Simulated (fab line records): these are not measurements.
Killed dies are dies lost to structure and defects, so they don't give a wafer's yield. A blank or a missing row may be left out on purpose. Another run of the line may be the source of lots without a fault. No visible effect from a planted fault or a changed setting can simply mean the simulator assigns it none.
Which of the tools did it? / flow sfq_line / 14 lots with 42 wafers sampled at 4 steps, on a route of 325 steps

## WHAT THE GAUGES READ, wafer by wafer
SFQ_C5_OVL_MEAS_937. Usual: C5_OVL typically reads 2 nm, with standard deviation 6.
lot=L849; measured=day 74 00:10; on=overlay-01; C5_OVL (nm)=7 4 5; flag=
lot=L850; measured=day 74 01:36; on=overlay-02; C5_OVL (nm)=12 15 18; flag=
lot=L854; measured=day 75 03:32; on=overlay-02; C5_OVL (nm)=2 3 9; flag=
lot=L855; measured=day 75 05:56; on=overlay-02; C5_OVL (nm)=0 -3 -4; flag=
lot=L856; measured=day 75 08:20; on=overlay-02; C5_OVL (nm)=-2 -8 0; flag=
lot=L857; measured=day 75 10:44; on=overlay-02; C5_OVL (nm)=6 11 11; flag=
lot=L865; measured=day 82 23:37; on=overlay-02; C5_OVL (nm)=10 9 8; flag=
lot=L866; measured=day 83 00:59; on=overlay-02; C5_OVL (nm)=3 8 5; flag=
lot=L867; measured=day 84 05:17; on=overlay-01; C5_OVL (nm)=2 1 8; flag=
lot=L868; measured=day 84 18:17; on=overlay-02; C5_OVL (nm)=5 2 4; flag=
lot=L869; measured=day 85 03:52; on=overlay-02; C5_OVL (nm)=-6 -3 -4; flag=
lot=L870; measured=day 85 08:41; on=overlay-02; C5_OVL (nm)=-3 5 0; flag=
lot=L871; measured=day 85 12:16; on=overlay-02; C5_OVL (nm)=1 -5 0; flag=
lot=L872; measured=day 85 13:28; on=overlay-02; C5_OVL (nm)=5 0 1; flag=

## WHICH TOOL RAN EACH LOT (tool, then ch and the chambers of the sampled wafers, then the start)
lot=L849; SFQ_TRILAYER_I0_VIA_ETCH_VIA_ETCH_034=rie_diel-01 ch 0,1,3, day 17 09:25; SFQ_TRILAYER_M4_BARC_OPEN_METAL_ETCH_123=rie_metal-04 ch 1, day 53 11:21; SFQ_TRILAYER_JJ_TRILAYER_DEP_SPUTTER_110=pvd_sputter-03, day 59 12:17
lot=L850; SFQ_TRILAYER_I0_VIA_ETCH_VIA_ETCH_034=rie_diel-01 ch 2,3, day 17 17:49; SFQ_TRILAYER_M4_BARC_OPEN_METAL_ETCH_123=rie_metal-01 ch 0,1, day 54 05:27; SFQ_TRILAYER_JJ_TRILAYER_DEP_SPUTTER_110=pvd_sputter-06, day 60 02:15
lot=L854; SFQ_TRILAYER_I0_VIA_ETCH_VIA_ETCH_034=rie_diel-01 ch 0,1,2, day 18 17:56; SFQ_TRILAYER_M4_BARC_OPEN_METAL_ETCH_123=rie_metal-03 ch 0,1, day 55 12:05; SFQ_TRILAYER_JJ_TRILAYER_DEP_SPUTTER_110=pvd_sputter-04, day 61 22:43
lot=L855; SFQ_TRILAYER_I0_VIA_ETCH_VIA_ETCH_034=rie_diel-01 ch 0,1,2, day 19 04:04; SFQ_TRILAYER_M4_BARC_OPEN_METAL_ETCH_123=rie_metal-03 ch 0,1, day 55 15:41; SFQ_TRILAYER_JJ_TRILAYER_DEP_SPUTTER_110=pvd_sputter-03, day 62 02:19
lot=L856; SFQ_TRILAYER_I0_VIA_ETCH_VIA_ETCH_034=rie_diel-04 ch 1,2,3, day 20 23:16; SFQ_TRILAYER_M4_BARC_OPEN_METAL_ETCH_123=rie_metal-04 ch 0,1, day 55 19:18; SFQ_TRILAYER_JJ_TRILAYER_DEP_SPUTTER_110=pvd_sputter-06, day 62 03:31
lot=L857; SFQ_TRILAYER_I0_VIA_ETCH_VIA_ETCH_034=rie_diel-01 ch 0,1,2, day 21 16:20; SFQ_TRILAYER_M4_BARC_OPEN_METAL_ETCH_123=rie_metal-03 ch 0,1, day 57 03:38; SFQ_TRILAYER_JJ_TRILAYER_DEP_SPUTTER_110=pvd_sputter-06, day 62 11:55
lot=L865; SFQ_TRILAYER_I0_VIA_ETCH_VIA_ETCH_034=rie_diel-04 ch 0,3, day 25 11:52; SFQ_TRILAYER_M4_BARC_OPEN_METAL_ETCH_123=rie_metal-03 ch 0,1, day 60 10:40; SFQ_TRILAYER_JJ_TRILAYER_DEP_SPUTTER_110=pvd_sputter-06, day 65 21:13
lot=L866; SFQ_TRILAYER_I0_VIA_ETCH_VIA_ETCH_034=rie_diel-01 ch 0,1,2, day 25 16:40; SFQ_TRILAYER_M4_BARC_OPEN_METAL_ETCH_123=rie_metal-01 ch 0,1, day 61 03:34; SFQ_TRILAYER_JJ_TRILAYER_DEP_SPUTTER_110=pvd_sputter-03, day 66 11:17
lot=L867; SFQ_TRILAYER_I0_VIA_ETCH_VIA_ETCH_034=rie_diel-04 ch 0,1,3, day 25 19:11; SFQ_TRILAYER_M4_BARC_OPEN_METAL_ETCH_123=rie_metal-01 ch 0,1, day 61 09:42; SFQ_TRILAYER_JJ_TRILAYER_DEP_SPUTTER_110=pvd_sputter-06, day 66 17:19
lot=L868; SFQ_TRILAYER_I0_VIA_ETCH_VIA_ETCH_034=rie_diel-03 ch 0,1,2, day 26 11:59; SFQ_TRILAYER_M4_BARC_OPEN_METAL_ETCH_123=rie_metal-04 ch 0,1, day 61 20:30; SFQ_TRILAYER_JJ_TRILAYER_DEP_SPUTTER_110=pvd_sputter-04, day 66 23:53
lot=L869; SFQ_TRILAYER_I0_VIA_ETCH_VIA_ETCH_034=rie_diel-01 ch 1,2,3, day 26 15:43; SFQ_TRILAYER_M4_BARC_OPEN_METAL_ETCH_123=rie_metal-04 ch 0,1, day 62 03:42; SFQ_TRILAYER_JJ_TRILAYER_DEP_SPUTTER_110=pvd_sputter-03, day 67 14:47
lot=L870; SFQ_TRILAYER_I0_VIA_ETCH_VIA_ETCH_034=rie_diel-01 ch 1,3, day 27 09:43; SFQ_TRILAYER_M4_BARC_OPEN_METAL_ETCH_123=rie_metal-04 ch 0,1, day 62 06:07; SFQ_TRILAYER_JJ_TRILAYER_DEP_SPUTTER_110=pvd_sputter-06, day 67 16:35
lot=L871; SFQ_TRILAYER_I0_VIA_ETCH_VIA_ETCH_034=rie_diel-01 ch 0,1,2, day 27 16:55; SFQ_TRILAYER_M4_BARC_OPEN_METAL_ETCH_123=rie_metal-03 ch 0,1, day 62 07:18; SFQ_TRILAYER_JJ_TRILAYER_DEP_SPUTTER_110=pvd_sputter-03, day 67 18:59
lot=L872; SFQ_TRILAYER_I0_VIA_ETCH_VIA_ETCH_034=rie_diel-01 ch 0,2, day 28 07:19; SFQ_TRILAYER_M4_BARC_OPEN_METAL_ETCH_123=rie_metal-04 ch 0, day 62 08:30; SFQ_TRILAYER_JJ_TRILAYER_DEP_SPUTTER_110=pvd_sputter-06, day 67 21:23
- SFQ_TRILAYER_I0_VIA_ETCH_VIA_ETCH_034: etches SiO2 in CHF3, stops on Nb, target depth 260 nm.
- SFQ_TRILAYER_M4_BARC_OPEN_METAL_ETCH_123: etches BARC in O2, target depth 125 nm, time 41.7 s.
- SFQ_TRILAYER_JJ_TRILAYER_DEP_SPUTTER_110: material Al, target thk 8 nm, time 10 s.

## WHAT THE TOOLS THEMSELVES READ (means of the sampled wafers that have a number; where no wafer has one, the mark that the record gives instead)
SFQ_TRILAYER_I0_VIA_ETCH_VIA_ETCH_034. Usual: drypump_motor_current_A 6.0 A, standard deviation 0.41; oes_product_au 0.853 a.u., standard deviation 0.0054; rf_fwd_power_W 497.9 W, standard deviation 1.6.
lot=L849; tool=rie_diel-01; drypump_motor_current_A (A)=6.2; oes_product_au (a.u.)=0.856; rf_fwd_power_W (W)=497.3; flag=
lot=L850; tool=rie_diel-01; drypump_motor_current_A (A)=6.2; oes_product_au (a.u.)=0.853; rf_fwd_power_W (W)=496.6; flag=
lot=L854; tool=rie_diel-01; drypump_motor_current_A (A)=6.1; oes_product_au (a.u.)=0.855; rf_fwd_power_W (W)=497.3; flag=
lot=L855; tool=rie_diel-01; drypump_motor_current_A (A)=6.1; oes_product_au (a.u.)=0.853; rf_fwd_power_W (W)=499.1; flag=
lot=L856; tool=rie_diel-04; drypump_motor_current_A (A)=5.7; oes_product_au (a.u.)=0.856; rf_fwd_power_W (W)=497.6; flag=
lot=L857; tool=rie_diel-01; drypump_motor_current_A (A)=6.1; oes_product_au (a.u.)=0.852; rf_fwd_power_W (W)=498.7; flag=
lot=L865; tool=rie_diel-04; drypump_motor_current_A (A)=6.0; oes_product_au (a.u.)=0.848; rf_fwd_power_W (W)=498.7; flag=
lot=L866; tool=rie_diel-01; drypump_motor_current_A (A)=6.1; oes_product_au (a.u.)=0.852; rf_fwd_power_W (W)=498.9; flag=
lot=L867; tool=rie_diel-04; drypump_motor_current_A (A)=6.0; oes_product_au (a.u.)=0.860; rf_fwd_power_W (W)=496.8; flag=
lot=L868; tool=rie_diel-03; drypump_motor_current_A (A)=6.0; oes_product_au (a.u.)=0.850; rf_fwd_power_W (W)=497.9; flag=
lot=L869; tool=rie_diel-01; drypump_motor_current_A (A)=6.3; oes_product_au (a.u.)=0.858; rf_fwd_power_W (W)=499.6; flag=
lot=L870; tool=rie_diel-01; drypump_motor_current_A (A)=6.5; oes_product_au (a.u.)=0.855; rf_fwd_power_W (W)=498.7; flag=
lot=L871; tool=rie_diel-01; drypump_motor_current_A (A)=6.1; oes_product_au (a.u.)=0.851; rf_fwd_power_W (W)=498.0; flag=
lot=L872; tool=rie_diel-01; drypump_motor_current_A (A)=5.7; oes_product_au (a.u.)=0.853; rf_fwd_power_W (W)=496.6; flag=

SFQ_TRILAYER_M4_BARC_OPEN_METAL_ETCH_123. Usual: drypump_motor_current_A 5.44 A, standard deviation 0.23; oes_product_au 0.685 a.u., standard deviation 0.0047; rf_fwd_power_W 592.8 W, standard deviation 2.1.
lot=L849; tool=rie_metal-04; drypump_motor_current_A (A)=5.31; oes_product_au (a.u.)=0.688; rf_fwd_power_W (W)=591.6; flag=
lot=L850; tool=rie_metal-01; drypump_motor_current_A (A)=5.78; oes_product_au (a.u.)=0.686; rf_fwd_power_W (W)=593.2; flag=
lot=L854; tool=rie_metal-03; drypump_motor_current_A (A)=5.49; oes_product_au (a.u.)=0.683; rf_fwd_power_W (W)=592.9; flag=
lot=L855; tool=rie_metal-03; drypump_motor_current_A (A)=5.51; oes_product_au (a.u.)=0.686; rf_fwd_power_W (W)=560.9; flag=OFF
lot=L856; tool=rie_metal-04; drypump_motor_current_A (A)=5.27; oes_product_au (a.u.)=0.686; rf_fwd_power_W (W)=592.8; flag=
lot=L857; tool=rie_metal-03; drypump_motor_current_A (A)=5.38; oes_product_au (a.u.)=0.686; rf_fwd_power_W (W)=529.9; flag=OFF
lot=L865; tool=rie_metal-03; drypump_motor_current_A (A)=5.41; oes_product_au (a.u.)=0.687; rf_fwd_power_W (W)=592.2; flag=
lot=L866; tool=rie_metal-01; drypump_motor_current_A (A)=5.77; oes_product_au (a.u.)=0.685; rf_fwd_power_W (W)=591.1; flag=
lot=L867; tool=rie_metal-01; drypump_motor_current_A (A)=5.77; oes_product_au (a.u.)=0.688; rf_fwd_power_W (W)=592.2; flag=
lot=L868; tool=rie_metal-04; drypump_motor_current_A (A)=5.23; oes_product_au (a.u.)=0.682; rf_fwd_power_W (W)=591.5; flag=
lot=L869; tool=rie_metal-04; drypump_motor_current_A (A)=5.22; oes_product_au (a.u.)=0.682; rf_fwd_power_W (W)=591.8; flag=
lot=L870; tool=rie_metal-04; drypump_motor_current_A (A)=5.29; oes_product_au (a.u.)=0.688; rf_fwd_power_W (W)=592.3; flag=
lot=L871; tool=rie_metal-03; drypump_motor_current_A (A)=5.39; oes_product_au (a.u.)=0.685; rf_fwd_power_W (W)=593.1; flag=
lot=L872; tool=rie_metal-04; drypump_motor_current_A (A)=5.17; oes_product_au (a.u.)=0.683; rf_fwd_power_W (W)=591.7; flag=

SFQ_TRILAYER_JJ_TRILAYER_DEP_SPUTTER_110. Usual: throttle_valve_pct reads 29.9 % (standard deviation 0.92).
lot=L849; tool=pvd_sputter-03; throttle_valve_pct (%)=30.4; flag=
lot=L850; tool=pvd_sputter-06; throttle_valve_pct (%)=29.4; flag=
lot=L854; tool=pvd_sputter-04; throttle_valve_pct (%)=29.0; flag=
lot=L855; tool=pvd_sputter-03; throttle_valve_pct (%)=30.3; flag=
lot=L856; tool=pvd_sputter-06; throttle_valve_pct (%)=30.3; flag=
lot=L857; tool=pvd_sputter-06; throttle_valve_pct (%)=29.3; flag=
lot=L865; tool=pvd_sputter-06; throttle_valve_pct (%)=30.6; flag=
lot=L866; tool=pvd_sputter-03; throttle_valve_pct (%)=30.2; flag=
lot=L867; tool=pvd_sputter-06; throttle_valve_pct (%)=30.1; flag=
lot=L868; tool=pvd_sputter-04; throttle_valve_pct (%)=29.0; flag=
lot=L869; tool=pvd_sputter-03; throttle_valve_pct (%)=30.0; flag=
lot=L870; tool=pvd_sputter-06; throttle_valve_pct (%)=30.2; flag=
lot=L871; tool=pvd_sputter-03; throttle_valve_pct (%)=30.8; flag=
lot=L872; tool=pvd_sputter-06; throttle_valve_pct (%)=29.5; flag=

## THE ANSWER, worked out from the rows above alone
Rule: a lot is off if the mean of its wafers that have a number lies more than 3 standard deviations from the usual mean. Also off: a lot with no number at a reading for which 4 or more lots have one. Any other lot the step has rows for is counted as sound. The gauges are gone through in route order, then the tools' own readings, and for those a lot's mean is taken as printed above. At the first step where some lot is off, the reading lying furthest off is the one used; lots without a number count as furthest.
Off, at SFQ_TRILAYER_M4_BARC_OPEN_METAL_ETCH_123 on rf_fwd_power_W: L855, L857.
If a tool, at that step or one of the process steps before it, ran each lot that is off and ran no sound lot following the first of them, it fits. Not one of the candidates tried fits.

## WHAT WAS PUT IN BY THE SIMULATOR
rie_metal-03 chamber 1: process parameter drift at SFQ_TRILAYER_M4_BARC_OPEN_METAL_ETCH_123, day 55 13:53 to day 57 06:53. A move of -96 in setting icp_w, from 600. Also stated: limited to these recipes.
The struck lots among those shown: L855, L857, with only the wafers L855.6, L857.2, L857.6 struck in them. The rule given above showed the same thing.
